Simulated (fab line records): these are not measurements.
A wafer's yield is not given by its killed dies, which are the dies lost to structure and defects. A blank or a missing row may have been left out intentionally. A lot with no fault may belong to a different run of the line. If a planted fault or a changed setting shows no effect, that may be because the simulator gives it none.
A struck lot beside a sound one | flow gf180mcu | 18 steps out of a route of 602
Sound: these wafers, L216.2, L216.3, L216.5. Struck: wafer L219.1 (L219.2, L219.5, from the same lot, were not struck and are left out); the cause is given at the end.
Each step with rows lists, per side, the tool, then ch with its chambers, then its first start. Under that, the readings that differ: sound wafers | struck wafers | difference of the means | sigmas: that difference in standard deviations of wafers without a fault.
alike: words and numbers the same on both sides, and readings whose means are apart by under 2 such deviations; not compared: readings that were withheld, readings missing a value for some wafer, numbers with overlapping values and no deviation given by the record, and bounds like >300 which may hide the same value.
A row with sigmas, a row that says differs or no value, or rows on one side alone: a step with any of these is where the two part. Numbers that don't overlap but have no deviation are shown without sigmas and don't part them. A reading that every wafer of one side lacks parts them only if that side has two wafers or more.

first, 3 steps without rows for these wafers: GF_V5_EXPOSE_11 (exposes mask Via5, target cd 260 nm); GF_V5_PEB_12 (peb time 90 s); GF_V5_DEVELOP_13 (develop time 60 s).
GF_V5_CD_MEAS_14: the cd target is 260 nm.
  sound on cd sem-01, day 31 11:44; struck on cd sem-01, day 31 21:12
  alike: cd nm
GF_V5_OVL_MEAS_15:
  sound on overlay-02, day 31 11:50; struck on overlay-02, day 31 21:19
  alike: V5_OVL
GF_V5_ETCH_16: etches BARC in N2/H2.
  sound on rie diel-01 ch 1,2, day 31 11:52; struck on rie diel-04 ch 0, day 31 21:21
  reading                     | sound             | struck | difference | sigmas
  drypump motor current A (A) | 5.35 5.53 5.34    | 6.25   | +0.84      | +3
  oes product au (a.u.)       | 0.858 0.859 0.867 | 0.850  | -0.011     | -2
  alike: throttle valve pct
GF_V5_ETCH_17: etches SiO2 in C4F8/O2/Ar, stops on TiN, target depth 855 nm.
  sound: rie diel-01 ch 1,2; struck: rie diel-04 ch 0
  alike: oes product au
GF_V5_STRIP_18: strips in O2/N2.
  sound on plasma asher-03 ch 0,1, day 31 12:01; struck on plasma asher-03 ch 0, day 31 21:30
  alike: drypump motor current A, heater power w, oes product au
  not compared: rf hours counter h
then, 3 steps without rows for these wafers: GF_V5_STRIP_19 (strips in post etch residue remover, time 1200 s); GF_V5_CLEAN_20 (cleans in DIW); GF_V5_SPUTTER_21 (material Ti, target thk 15 nm, time 80.02 s).
GF_V5_SPUTTER_22: material TiN, target thk 10 nm, time 40 s.
  sound on pvd sputter-01, day 31 12:37; struck on pvd sputter-02, day 31 22:08
  alike: throttle valve pct
GF_V5_CVD_23: deposits W, target thk 350 nm, time 104.9 s.
  sound on cvd w-02 ch 0,1, day 31 12:39; struck on cvd w-02 ch 1, day 31 22:11
  reading                          | sound             | struck | difference | sigmas
  chamber pressure Torr (Torr)     | 40.01 40.08 40.01 | 32.86  | -7.17      | -83
  model.W_of_V5_CVD_23.thk nm (nm) | 348.8 350.8 346   | 316.6  | -31.9      |
  alike: heater power w
GF_V5_RS_MEAS_24: a four-point-probe measurement.
  sound on film metro-01, day 31 12:47; struck on film metro-04, day 31 22:17
  reading          | sound                | struck | difference | sigmas
  V5_W_RS (ohm/sq) | 0.3280 0.3268 0.3305 | 0.3628 | +0.0344    | +11
GF_V5_THK_MEAS_25: measures by xrf.
  sound on film metro-01, day 31 12:53; struck on film metro-04, day 31 22:25
  reading       | sound       | struck | difference | sigmas
  V5_W_THK (nm) | 342 346 340 | 312    | -31        | -7
GF_V5_CMP_26: polishes, stops on SiO2, t overpolish 15 s, target thk 0 nm.
  sound on cmp-01 ch 0,1,2, day 31 12:56; struck on cmp-01 ch 0, day 31 22:28
  reading                | sound    | struck | difference | sigmas
  time to endpoint s (s) | 86 88 91 | 76     | -12        | -4
  alike: motor current A, retaining ring pressure frac
GF_TOP_METAL_SPUTTER_00: material Ti, target thk 37.5 nm, time 150 s.
  sound on pvd sputter-02, day 31 13:14; struck on pvd sputter-04, day 31 22:46
  alike: throttle valve pct
then, 1 step without rows for these wafers: GF_PASSIVATION_PROBE_99.

WHERE THEY PART
Last at GF_V5_CMP_26 as far as this record goes, first at GF_V5_ETCH_16. Later steps at which nothing parts them and some readings are alike: GF_TOP_METAL_SPUTTER_00.

WHY: whatever the simulator had introduced
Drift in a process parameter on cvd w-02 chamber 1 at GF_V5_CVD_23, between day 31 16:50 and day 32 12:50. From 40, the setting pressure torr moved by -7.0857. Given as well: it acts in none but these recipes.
